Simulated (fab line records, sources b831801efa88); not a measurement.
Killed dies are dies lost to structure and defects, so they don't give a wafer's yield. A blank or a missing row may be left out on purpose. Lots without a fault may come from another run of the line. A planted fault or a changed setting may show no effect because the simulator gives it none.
Which tool did it? | flow gf180mcu | 15 lots, 45 wafers sampled, at 4 steps of a route of 602

WHAT THE GAUGES READ, wafer by wafer
GF_M1_CD_MEAS_14: target cd 230 nm.
lot  | measured     | on        | cd_nm (nm)
L328 | day 17 04:22 | cd_sem-02 | 229.7 228.8 229.3
L330 | day 17 22:14 | cd_sem-02 | 229.5 230.1 231.2
L331 | day 18 10:07 | cd_sem-01 | 229.2 229.3 229.6
L332 | day 19 01:24 | cd_sem-02 | 229.5 229.9 229.0
L333 | day 19 02:44 | cd_sem-01 | 230.0 229.5 229.0
L334 | day 19 22:34 | cd_sem-01 | 229.4 228.3 228.3
L338 | day 20 21:23 | cd_sem-02 | 229.5 228.2 229.8
L337 | day 20 23:49 | cd_sem-01 | 229.1 230.1 228.7
L339 | day 21 16:56 | cd_sem-02 | 229.1 229.9 229.3
L341 | day 22 06:17 | cd_sem-01 | 229.5 230.1 230.4
L342 | day 22 10:10 | cd_sem-01 | 229.2 230.7 229.5
L343 | day 22 17:23 | cd_sem-02 | 231.3 231.0 231.3
L348 | day 24 09:40 | cd_sem-02 | - - -
L349 | day 24 15:52 | cd_sem-02 | - - -
L350 | day 25 10:53 | cd_sem-01 | - - -

GF_M2_RS_MEAS_05: measures by four-point-probe.
lot  | measured     | on            | M2_ALCU_RS (ohm/sq)
L328 | day 18 07:02 | film_metro-02 | 0.0695 0.0699 0.0697
L330 | day 19 00:53 | film_metro-01 | 0.0698 0.0703 0.0702
L331 | day 19 14:01 | film_metro-03 | 0.0694 0.0701 0.0699
L332 | day 20 04:36 | film_metro-02 | 0.0691 0.0697 0.0697
L333 | day 20 06:20 | film_metro-03 | 0.0691 0.0691 0.0684
L334 | day 21 02:24 | film_metro-01 | 0.0692 0.0697 0.0692
L338 | day 22 00:02 | film_metro-03 | 0.0693 0.0690 0.0694
L337 | day 22 03:34 | film_metro-03 | 0.0697 0.0695 0.0698
L339 | day 22 20:09 | film_metro-01 | 0.0693 0.0691 0.0702
L341 | day 23 09:10 | film_metro-01 | 0.0698 0.0692 0.0700
L342 | day 23 12:45 | film_metro-03 | 0.0696 0.0703 0.0697
L343 | day 23 19:01 | film_metro-03 | 0.0702 0.0705 0.0696

WHICH TOOL RAN EACH LOT (tool, then ch and the chambers of the sampled wafers, then the start)
lot  | GF_SAB_STRIP_13                      | GF_M1_DEVELOP_13
L328 | plasma_asher-04 ch 0,1, day 15 04:52 | litho_track-02 ch 0, day 17 04:13
L330 | plasma_asher-04 ch 0,1, day 15 21:05 | litho_track-02 ch 0, day 17 22:06
L331 | plasma_asher-04 ch 0,1, day 16 09:16 | litho_track-04 ch 0, day 18 09:59
L332 | plasma_asher-04 ch 0,1, day 16 23:17 | litho_track-03 ch 0, day 19 01:16
L333 | plasma_asher-01 ch 1, day 17 01:25   | litho_track-03 ch 0, day 19 02:35
L334 | plasma_asher-04 ch 0,1, day 17 14:59 | litho_track-02 ch 0, day 19 22:25
L338 | plasma_asher-04 ch 0,1, day 18 18:39 | litho_track-03 ch 0, day 20 21:14
L337 | plasma_asher-04 ch 0,1, day 18 20:19 | litho_track-04 ch 0, day 20 23:40
L339 | plasma_asher-02 ch 0,1, day 19 14:41 | litho_track-03 ch 0, day 21 16:47
L341 | plasma_asher-02 ch 0,1, day 20 03:47 | litho_track-03 ch 0, day 22 06:08
L342 | plasma_asher-01 ch 0,1, day 20 07:52 | litho_track-02 ch 0, day 22 10:01
L343 | plasma_asher-04 ch 0,1, day 20 16:20 | litho_track-03 ch 0, day 22 17:14
L348 | plasma_asher-02 ch 0,1, day 22 09:55 | litho_track-04, day 24 09:31
L349 | plasma_asher-01 ch 0,1, day 22 15:01 | litho_track-04, day 24 15:43
L350 | plasma_asher-02 ch 0,1, day 23 10:53 | litho_track-03, day 25 10:44
- GF_SAB_STRIP_13: strips in O2/N2.
- GF_M1_DEVELOP_13: develop time 60 s.

WHAT THE TOOLS THEMSELVES READ (means of the sampled wafers that have a number; where no wafer has one, the mark that the record gives instead)
GF_SAB_STRIP_13.
lot  | tool            | drypump_motor_current_A (A) | heater_power_w (W) | n2_flow_sccm (sccm) | oes_product_au (a.u.) | strip_time_to_endpoint_s (s)
L328 | plasma_asher-04 | 5.9                         | 323                | 299.6               | 0.712                 | 12.66
L330 | plasma_asher-04 | 6.0                         | 350                | 300.7               | 0.707                 | 12.55
L331 | plasma_asher-04 | 5.9                         | 319                | 299.6               | 0.706                 | 12.66
L332 | plasma_asher-04 | 6.0                         | 341                | 300.3               | 0.706                 | 12.64
L333 | plasma_asher-01 | 5.4                         | 289                | 299.2               | 0.703                 | 12.63
L334 | plasma_asher-04 | 5.9                         | 321                | 300.2               | 0.708                 | 12.59
L338 | plasma_asher-04 | 5.9                         | 318                | 299.6               | 0.705                 | 12.59
L337 | plasma_asher-04 | 6.0                         | 349                | 300.1               | 0.706                 | 12.57
L339 | plasma_asher-02 | 5.8                         | 329                | 299.1               | 0.707                 | 12.59
L341 | plasma_asher-02 | 5.8                         | 322                | 300.2               | 0.710                 | 12.61
L342 | plasma_asher-01 | 5.6                         | 331                | 299.3               | 0.708                 | 12.58
L343 | plasma_asher-04 | 5.9                         | 319                | 299.8               | 0.707                 | 12.62
L348 | plasma_asher-02 | 5.3                         | 301                | 299.9               | 0.713                 | 12.62
L349 | plasma_asher-01 | 5.5                         | 311                | 298.6               | 0.717                 | 12.68
L350 | plasma_asher-02 | 5.2                         | 299                | 299.6               | 0.706                 | 12.60

GF_M1_DEVELOP_13.
lot  | tool           | chill_plate_temp_C (C)
L328 | litho_track-02 | 23.03
L330 | litho_track-02 | 22.95
L331 | litho_track-04 | 23.02
L332 | litho_track-03 | 23.12
L333 | litho_track-03 | 22.91
L334 | litho_track-02 | 23.02
L338 | litho_track-03 | 23.14
L337 | litho_track-04 | 23.04
L339 | litho_track-03 | 22.89
L341 | litho_track-03 | 23.11
L342 | litho_track-02 | 23.05
L343 | litho_track-03 | 23.05
L348 | litho_track-04 | -
L349 | litho_track-04 | -
L350 | litho_track-03 | -

THE ANSWER, worked out from the rows above alone
Rule: what is usual is taken from the lots themselves. Put in order of their means at a reading, lots are off if they are a third of the lots or fewer, leave a main group of 4 or more, and stand apart from it by a gap of 3 or more times the standard deviation of the main group's means; of several such gaps the widest counts. A main group whose means are all the same, to the digits that the tables above print for the reading, isn't used. A lot without any number at a reading at which 4 lots or more have one is off too. The other lots that the step has rows for count as sound. The gauges are gone through in route order, then the tools' own readings, and for those a lot's mean is taken as printed above. The first step at which some lot is off is used, and at that step the reading that is off furthest; a lot without a number counts as furthest.
Off: L348, L349, L350, at GF_M1_CD_MEAS_14 (cd_nm). Without a number there: L348, L349, L350. The main group: mean 229.6 nm, standard deviation 0.62.
A tool fits if, at a process step before that reading, it ran every lot that is off, and no sound lot after the first of them. The gauges at GF_M1_CD_MEAS_14 aren't tried: what is off there is off at GF_M1_DEVELOP_13 too, on other tools, and a gauge's error can't cause that. None of those tried fits.

WHAT THE SIMULATOR HAD PUT IN
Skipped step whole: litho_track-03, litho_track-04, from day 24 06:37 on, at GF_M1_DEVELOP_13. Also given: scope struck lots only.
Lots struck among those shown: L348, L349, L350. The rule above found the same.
